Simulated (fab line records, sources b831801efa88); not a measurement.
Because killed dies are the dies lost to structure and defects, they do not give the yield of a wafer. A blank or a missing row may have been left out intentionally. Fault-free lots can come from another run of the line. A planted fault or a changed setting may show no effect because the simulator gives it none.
fab line records -- flow sky130
record: lots: 4, wafers: 12, last_day: 49
route steps=708 shown CONTACT@423 METAL1@434 VIA1@458 PAD_OPEN@708
lots that met no fault: taken from a fault-free run of the same line
start_h: the number of hours between the record's first day and the start of the first shown wafer of the lot -- wait_h: time in hours since the lot's previous step -- " the same as in the row above -- L1.1+2: one row covering several wafers at once -- - value missing, or start not given -- * or withheld: withheld -- < > ~ a bound
route shown NAME@n: names a module that has steps shown in the file, with the first one's number in the route -- usual: mean/standard deviation of fault-free wafers -- same: alike in all rows -- chamber/n: place in a boat -- sites: each site's reading -- _std_site: how widely they spread, as a standard deviation -- _edge_site: mean of outer sites minus mean of inner sites -- radius_mm: for every site, how far away it sits from the centre of the wafer -- mask NAME#n: copy n -- behind: tool/chamber where the wafer was last shaped -- hold: what put the lot on hold/how long, in hours/how the hold closed -- device: names the non-switching transistor (n, p or np) -- end of line: the same wafers' tests at the end of the route -- a step without rows: its recipe alone -- killed: dies lost to structure and defects at the first sort, not the wafer's yield -- map: a wafer's dies, x killed, . not, _ none there
set.NAME: the setting the step ran with; set.NAME@STEP: the setting that earlier step ran with -- model.NAME: the simulator's own value behind a step, which no gauge read
a table for each step, a row for each wafer; lots at some steps of the route
services: a tool's chamber out of use, with start hour (start_h, from the record's first day; less than 0 if before it), hours out, and reason
== steps ==
step: SKY_CONTACT_ETCH_17
recipe: target: SiO2, chemistry: C4F8/O2/Ar, stop_on: Si3N4, mask_material: KrF-thick, source_w: 1500, bias_w: 1200, pressure_mtorr: 40, c4f8_flow_sccm: withheld, O2_flow_sccm: 6, Ar_flow_sccm: 300, time_s: withheld, target_depth_a: 3400
step: SKY_CONTACT_ETCH_18
recipe: target: Si3N4, chemistry: CHF3/O2, stop_on: TiN, source_w: 600, bias_w: 200, pressure_mtorr: 40, chf3_flow_sccm: 50, O2_flow_sccm: 5, time_s: 39, target_depth_a: 750
step: SKY_CONTACT_STRIP_19
recipe: chemistry: O2/N2, power_w: 1400, pressure_mtorr: 1500, platen_temp_c: withheld, o2_flow_sccm: 3000, n2_flow_sccm: 300, overash_fraction: 0.5
step: SKY_CONTACT_STRIP_20
recipe: chemistry: post_etch_residue_remover, time_s: 1200, temp_c: 72.5
step: SKY_CONTACT_CLEAN_21
recipe: chemistry: IPA, time_s: 180, temp_c: 25
step: SKY_CONTACT_CLEAN_22
recipe: chemistry: O3/DIW, dry: n2_spin
step: SKY_CONTACT_SPUTTER_23
recipe: material: TiN, target_thk_nm: 20, chamber_pressure_pa: 5, power_w: 4000, time_s: 80
step: SKY_CONTACT_CVD_24
recipe: material: W, target_thk_nm: 340, time_s: 102.12, temp_c: 400, pressure_torr: 40
step: SKY_CONTACT_CMP_27
recipe: stop_on: SiO2, t_overpolish_s: 15, down_force_psi: 3.5, platen_rpm: 60, target_thk_nm: 0, pad_velocity_m_s: 0.94248
step: SKY_METAL1_SPUTTER_00
recipe: material: Ti, target_thk_nm: 15, power_w: 3000, time_s: 10, chamber_pressure_pa: 0.4
step: SKY_METAL1_SPUTTER_01
recipe: material: TiN, target_thk_nm: 20, power_w: 6500, time_s: 16.7, chamber_pressure_pa: 0.4
usual: cathode_dc_power_W: 6500.0/1.2, throttle_valve_pct: 30.4/1.2
lot.wafer,tool,chamber,start_h,wait_h,cathode_dc_power_W,throttle_valve_pct
L768.1,pvd_sputter-01,-,754.55,0.0,6499.2,30.3
L768.3,pvd_sputter-01,-,754.55,0.0,6501.6,30.6
L768.4,pvd_sputter-01,-,754.55,0.0,6499.1,29.4
L772.3,pvd_sputter-04,-,792.40,0.0,6501.3,30.1
L772.4,pvd_sputter-04,-,792.40,0.0,6499.0,31.8
L772.5,pvd_sputter-04,-,792.40,0.0,6499.6,28.7
L783.2,pvd_sputter-01,-,871.53,0.0,6498.4,29.9
L783.5,pvd_sputter-01,-,871.53,0.0,6500.2,29.7
L783.6,pvd_sputter-01,-,871.53,0.0,6501.5,29.4
L785.1,pvd_sputter-01,-,891.52,0.0,6498.5,29.5
L785.3,pvd_sputter-01,-,891.52,0.0,6499.3,30.6
L785.5,pvd_sputter-01,-,891.52,0.0,6498.4,30.7
step: SKY_METAL1_SPUTTER_02
recipe: material: AlCu, target_thk_nm: 250, power_w: 10600, time_s: 13.3, chamber_pressure_pa: 0.4
step: SKY_METAL1_SPUTTER_03
recipe: material: Ti, target_thk_nm: 5, power_w: 3000, time_s: 3.3, chamber_pressure_pa: 0.4
step: SKY_METAL1_SPUTTER_04
recipe: material: TiN, target_thk_nm: 70, power_w: 6500, time_s: 58.3, chamber_pressure_pa: 0.4
step: SKY_METAL1_DEHYDRATE_07
recipe: temp_c: 200, time_s: 60
step: SKY_METAL1_HMDS_08
recipe: prime_time_s: 60, prime_temp_c: 120
step: SKY_METAL1_COAT_09
recipe: resist: BARC, temp_c: withheld, time_s: withheld, spin_rpm: 3000, resist_thk_nm: 60
step: SKY_METAL1_COAT_10
recipe: resist: KrF-thick, spin_rpm: 3000, resist_thk_nm: 450
step: SKY_METAL1_SOFTBAKE_11
recipe: temp_c: 100, time_s: 90, resist: KrF-thick
step: SKY_METAL1_EXPOSE_12
recipe: mask_id: MM1, na: 0.8, source_shape: annular, sigma_inner: 0.55, sigma_outer: 0.85, target_cd_nm: 140, dose_mj: 28
step: SKY_METAL1_PEB_13
recipe: peb_temp_c: withheld, peb_time_s: withheld, resist: KrF-thick
step: SKY_METAL1_DEVELOP_14
recipe: develop_time_s: 60, resist: KrF-thick, dev_temp_c: 21
step: SKY_METAL1_DESCUM_17
recipe: chemistry: O2, source_power_w: 150, bias_power_w: 0, pressure_mtorr: 10, temp_c: 40, time_s: 8
step: SKY_METAL1_ETCH_18
recipe: chemistry: N2/H2, target: BARC, ion_energy_ev: 200, bias_w: 100, pressure_mtorr: 30, n2_flow_sccm: 100, h2_flow_sccm: 200, icp_w: 500, stop_on: SiO2, time_s: 45.9, target_depth_a: 600
step: SKY_METAL1_METAL_ETCH_19
recipe: target_depth_a: 3600, stop_on: SiO2, over_etch_frac: 0.3, time_s: 78, chemistry: Cl2/BCl3, resist_sidewall_deg: 88, pressure_mtorr: 10, icp_w: 900, bias_w: 48.5, Cl2_flow_sccm: 60, bcl3_flow_sccm: 30
step: SKY_METAL1_STRIP_20
recipe: chemistry: O2/N2, power_w: 1400, pressure_mtorr: 1500, platen_temp_c: withheld, o2_flow_sccm: 3000, n2_flow_sccm: 300, overash_fraction: 0.5
step: SKY_METAL1_STRIP_21
recipe: chemistry: post_etch_residue_remover, time_s: 1200, temp_c: 72.5
step: SKY_METAL1_CLEAN_22
recipe: chemistry: IPA, time_s: 180, temp_c: 25
step: SKY_METAL1_CLEAN_23
recipe: chemistry: O3/DIW, dry: n2_spin
step: SKY_VIA1_HDPCVD_00
recipe: material: SiO2, target_thk_nm: 1030, sigma_open_frac: 0.3, time_s: 171.7, temp_c: 400, sih4_flow_sccm: 60, pressure_mtorr: 6
step: SKY_VIA1_CMP_02
recipe: material: SiO2, down_force_psi: 4, platen_rpm: 60, pad_velocity_m_s: 0.94248
step: SKY_VIA1_DEHYDRATE_04
recipe: temp_c: 200, time_s: 60
step: SKY_VIA1_HMDS_05
recipe: prime_time_s: 60, prime_temp_c: 120
step: SKY_VIA1_COAT_06
recipe: resist: BARC, temp_c: withheld, time_s: withheld, spin_rpm: 3000, resist_thk_nm: 60
step: SKY_PAD_OPEN_PROBE_99
usual: defect_limited_yield: 82.3/2, killed_at_M0_to_M3: 43/6.7, killed_at_M4_up: 3.0/1.9, killed_at_contacts: 25/5.4, killed_at_front_end: 16/4.5, killed_at_other: 0.4/0.62, killed_dies: 87/9.6, killed_open: 47/7, killed_short: 39/6.1, sort_bin_3_pad_short: 0.9/0.43, sort_bin_5_function: 10.4/1.6, sort_bin_6_memory: 6.3/0.99, sort_n_pass: 405/9.6, sort_yield_pct: 82.3/2
same: gross_dies: 492, killed_at_back_side: 0, sort_bin_4_leakage[%]: 0, sort_bin_8_speed[%]: 0
lot.wafer,tool,chamber,start_h,wait_h,defect_limited_yield[%],killed_at_M0_to_M3,killed_at_M4_up,killed_at_contacts,killed_at_front_end,killed_at_other,killed_dies,killed_open,killed_short,sort_bin_3_pad_short[%],sort_bin_5_function[%],sort_bin_6_memory[%],sort_n_pass,sort_yield_pct[%],model.etest.tester.sort_n_pass,model.etest.tester.sort_yield_pct,model.etest.tester.sort_bin_5_pct,model.etest.tester.sort_bin_3_pct
L768.1,prober-02,-,1088.51,0.1,81.7,47,5,21,16,1,90,51,39,1.4,10.8,6.1,402,81.7,402,81.71,10.77,1.423
L768.3,prober-02,-,1088.61,0.2,84.8,43,0,17,15,0,75,41,34,0.6,7.9,6.7,417,84.8,417,84.76,7.927,0.6098
L768.4,prober-02,-,1088.66,0.2,82.5,45,3,19,19,0,86,52,34,0.4,10.6,6.5,406,82.5,406,82.52,10.57,0.4065
L772.3,prober-02,-,1118.02,0.2,85.2,35,4,15,18,1,73,41,32,0.6,8.7,5.5,419,85.2,419,85.16,8.74,0.6098
L772.4,prober-02,-,1118.07,0.2,82.3,46,2,24,15,0,87,46,41,1.2,11.0,5.5,405,82.3,405,82.32,10.98,1.22
L772.5,prober-02,-,1118.12,0.2,79.7,60,4,19,17,0,100,59,41,1.0,12.2,7.1,392,79.7,392,79.67,12.2,1.016
L783.2,prober-01,-,1173.86,0.1,82.7,49,0,17,19,0,85,43,42,1.4,10.2,5.7,407,82.7,407,82.72,10.16,1.423
L783.5,prober-01,-,1174.01,0.2,85.6,36,0,23,12,0,71,35,36,0.6,8.3,5.5,421,85.6,421,85.57,8.333,0.6098
L783.6,prober-01,-,1174.06,0.2,71.1,101,0,28,13,0,142,50,36,1.8,17.7,9.3,350,71.1,350,71.14,17.68,1.829
L785.1,prober-02,-,1187.34,0.1,74.6,92,0,22,11,0,125,38,33,2.6,14.8,7.9,367,74.6,367,74.59,14.84,2.642
L785.3,prober-02,-,1187.44,0.2,81.5,48,4,26,13,0,91,54,37,0,11.2,7.3,401,81.5,401,81.5,11.18,0
L785.5,prober-02,-,1187.54,0.2,83.9,35,1,29,13,1,79,46,32,0.8,8.7,6.5,413,83.9,413,83.94,8.74,0.813
killed by level:class
L768.1 VIA1:geometric_particle:open=10 VIA2:geometric_particle:open=9 CONTACT:geometric_particle:short=7 FIELD_ISO:geometric_particle:open=6 CONTACT:geometric_particle:open=6 FIELD_ISO:geometric_particle:short=5 METAL3:geometric_particle:short=5 VIA3:geometric_particle:open=4
L768.3 VIA2:geometric_particle:open=8 METAL1:geometric_particle:short=7 VIA3:geometric_particle:open=7 CONTACT:geometric_particle:open=7 VIA1:geometric_particle:open=6 FIELD_ISO:geometric_particle:short=4 POLY_GATE:geometric_particle:short=4 LOCAL_INTERCONNECT:geometric_particle:short=4
L768.4 VIA1:geometric_particle:open=11 VIA3:geometric_particle:open=8 LI_CONTACT:geometric_particle:open=7 VIA2:geometric_particle:open=7 POLY_GATE:geometric_particle:short=6 METAL1:geometric_particle:short=5 CONTACT:geometric_particle:open=5 FIELD_ISO:geometric_particle:open=4
L772.3 VIA1:geometric_particle:open=13 CONTACT:geometric_particle:open=5 FIELD_ISO:geometric_particle:open=4 FIELD_ISO:geometric_particle:short=4 POLY_GATE:geometric_particle:open=4 POLY_GATE:geometric_particle:short=4 LI_CONTACT:geometric_particle:open=4 LOCAL_INTERCONNECT:geometric_particle:short=4
L772.4 VIA1:geometric_particle:open=12 LI_CONTACT:geometric_particle:open=9 METAL2:geometric_particle:short=8 METAL1:geometric_particle:short=6 POLY_GATE:geometric_particle:open=5 CONTACT:geometric_particle:open=5 VIA3:geometric_particle:open=5 POLY_GATE:geometric_particle:short=4
L772.5 VIA1:geometric_particle:open=20 VIA1:geometric_particle:short=9 LI_CONTACT:geometric_particle:open=6 CONTACT:geometric_particle:open=6 METAL2:geometric_particle:short=6 FIELD_ISO:geometric_particle:open=5 METAL1:geometric_particle:short=5 VIA3:geometric_particle:open=5
L783.2 VIA2:geometric_particle:open=11 VIA1:geometric_particle:open=9 FIELD_ISO:geometric_particle:short=7 METAL1:geometric_particle:short=7 CONTACT:geometric_particle:open=6 LOCAL_INTERCONNECT:geometric_particle:short=6 VIA3:geometric_particle:open=6 FIELD_ISO:geometric_particle:open=4
L783.5 VIA1:geometric_particle:short=7 VIA3:geometric_particle:open=7 CONTACT:geometric_particle:open=6 LI_CONTACT:geometric_particle:open=6 VIA1:geometric_particle:open=6 FIELD_ISO:geometric_particle:short=5 LI_CONTACT:geometric_particle:short=5 CONTACT:geometric_particle:short=5
L783.6 METAL1:unspecified=56 VIA1:geometric_particle:open=11 CONTACT:geometric_particle:open=9 METAL2:geometric_particle:short=9 LI_CONTACT:geometric_particle:open=7 METAL1:geometric_particle:short=7 VIA2:geometric_particle:open=7 VIA3:geometric_particle:open=6
L785.1 METAL1:unspecified=54 CONTACT:geometric_particle:open=9 METAL2:geometric_particle:short=8 POLY_GATE:geometric_particle:open=7 VIA2:geometric_particle:open=7 CONTACT:geometric_particle:short=5 VIA1:geometric_particle:open=5 VIA3:geometric_particle:short=5
L785.3 VIA1:geometric_particle:open=13 CONTACT:geometric_particle:open=12 VIA2:geometric_particle:open=7 VIA2:geometric_particle:short=7 LI_CONTACT:geometric_particle:open=6 VIA1:geometric_particle:short=6 POLY_GATE:geometric_particle:open=5 LI_CONTACT:geometric_particle:short=4
L785.5 CONTACT:geometric_particle:open=11 LI_CONTACT:geometric_particle:open=8 VIA1:geometric_particle:open=8 VIA3:geometric_particle:open=5 CONTACT:geometric_particle:short=5 METAL1:geometric_particle:short=5 VIA1:geometric_particle:short=4 METAL2:geometric_particle:short=4
map L783.6 (x killed, . not)
__________.x........_________
________.x............_______
______...x...x.........._____
_____.......x...x..x.....____
____.x..x.x..........x...x___
___xx.xxxx....x.....xx....x__
__xxxxxxxx.xx......x.x......_
_x.xxxxxxxx...x.x...........x
_xxxxxxxxxx.x.x.....x........
_.xxxxxxxxxxx.x..xx......x...
_..xxxxxxx..................x
_..xxxxxx....xx..x....xx...xx
_...x..xx..x....xxx.......x.x
_.....x............x...x..x..
_x..x...x............x.....x.
__.x.........xxx..x..x...x.._
___..xx.....x..xx..........__
____.x..x..x........xx....___
_____x............x..xx..____
______.x...............x_____
________.....x.x.....x_______
__________.....x..xx_________
map L785.1 (x killed, . not)
__________.......x.._________
________...x.........._______
______.x..xx....xx......_____
_____x...xx.x.........x..____
____..x.x......x....x.....___
___.xxxxx.x......x.........__
__.x.xxxxx.......x......x..._
_xxxxxxxxx..x.x...x.........x
_.xxxxxxxxx.................x
_.xxxxxxxxxx.x...............
_..xxxxxxxxxx......x..x..x.x.
_.....xx.x..x..xx....x.......
_.xx.xx.x.......x.........x..
_..x.......x....x...x.......x
_.x........x.....x.x.....x...
__.x......x....x...x...x..x._
___x........x....x......x..__
____.........x.....x......___
_____...x....x...........____
______.x......x....x...._____
________...x......x..._______
__________.x..xx...._________
== services ==
tool,chamber,start_h,hours,kind
pvd_sputter-01,2,780.77,-,consumable_replace:kit
pvd_sputter-01,2,780.77,18.0,scheduled_down
pvd_sputter-01,2,780.77,18.0,vent_cycle
pvd_sputter-04,3,811.70,-,consumable_replace:kit
pvd_sputter-04,3,811.70,18.0,scheduled_down
pvd_sputter-04,3,811.70,18.0,vent_cycle
pvd_sputter-04,-,862.61,43.5,repair
== key ==
first_sign: step: SKY_PAD_OPEN_PROBE_99, reading: killed_at_M0_to_M3, direction: up, sigmas: 7.9, usual: 43, struck: 96
effect: step: SKY_PAD_OPEN_PROBE_99, reading: defect_limited_yield, direction: down, sigmas: 4.9, usual: 82.3, struck: 72.9
model_effect: step: SKY_PAD_OPEN_PROBE_99, value: etest.tester.sort_n_pass, without: 404, struck: 358.5
met_at SKY_METAL1_SPUTTER_01
struck_wafers L783.6,L785.1
onset_between 754.55 871.53
fault: kind: chamber_particle_source, tool: pvd_sputter-01, chamber: -, onset_h: 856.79, steps: SKY_METAL1_SPUTTER_01, rate_per_visit_cm2: 1.0257, end_h: 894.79, scope: struck_wafers_only
